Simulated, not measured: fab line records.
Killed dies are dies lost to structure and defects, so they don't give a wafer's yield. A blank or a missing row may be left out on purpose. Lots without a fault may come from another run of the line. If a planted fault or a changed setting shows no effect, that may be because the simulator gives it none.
The same fault as seen by 2 desks + flow gf180mcu + numbers are kept per desk, each desk with only its own; the story behind them comes last

== FROM THE METROLOGY DESK ==
What the gauges read for every lot (on any tool): the sampled wafers with a number, averaged. The brackets show how far a lot's mean lies from the usual mean; more than 4 standard deviations puts the lot out of limits, marked OUT.
Columns: A = V4_W_RS at GF_V4_RS_MEAS_24, usual 0.327 ohm/sq
| lot  | first seen here | A     |
|------|-----------------|-------|
| L900 | day 24 08:50    | 0.329 |
| L901 | day 25 03:22    | 0.330 |
| L902 | day 25 09:22    | 0.323 |
| L904 | day 25 20:25    | 0.329 |
| L906 | day 26 21:48    | 0.332 |
| L907 | day 27 02:32    | 0.324 |
| L908 | day 27 04:02    | 0.332 |
| L910 | day 28 02:14    | 0.324 |
| L911 | day 28 03:32    | 0.324 |
| L912 | day 28 11:35    | 0.331 |
| L913 | day 28 19:29    | 0.323 |
| L914 | day 29 00:23    | 0.329 |
| L917 | day 29 21:53    | 0.332 |
| L922 | day 31 10:01    | 0.326 |
Finding of this desk: none of the 14 lots has anything out of limits.

== FOR THE TOOL OWNER'S DESK: litho track-03 ==
The tool's own readings at GF_V4_PEB_12 (peb time 90 s): means of the sampled wafers that have a number, for each lot that ran on this tool. The brackets show how far a lot's mean lies from the usual mean; more than 4 standard deviations puts the lot out of limits, marked OUT.
Columns: A = heater power total W at GF_V4_PEB_12, usual 85.70 W
| lot  | first seen here | A               |
|------|-----------------|-----------------|
| L902 | day 25 08:00    | 85.69           |
| L908 | day 27 02:34    | 85.70           |
| L910 | day 28 00:51    | 85.70           |
| L911 | day 28 02:04    | 85.67           |
| L913 | day 28 18:07    | 86.60 (+11) OUT |
| L917 | day 29 20:31    | 86.64 (+12) OUT |
This desk finds L913, L917 out of limits, L913 being first, at day 28 18:07 (heater power total W at GF_V4_PEB_12). L902, L908, L910, L911: within limits.

== TAKEN TOGETHER ==
At day 28 18:07, on L913, L917, the tool owner's desk was in a position to raise an alarm.
Nothing out of limits was seen by the metrology desk.
The metrology desk has L913, L917 on record, within its limits.
GF_V4_PEB_12 was run on litho track-03 by each of the lots named.

== WHAT WAS PUT IN BY THE SIMULATOR ==
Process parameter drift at GF_V4_PEB_12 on litho track-03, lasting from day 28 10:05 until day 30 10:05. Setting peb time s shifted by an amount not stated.
Lots struck among those shown: L913, L917.
Hours from the fault's start to each desk's first reading out of limits: the tool owner's desk, 8.
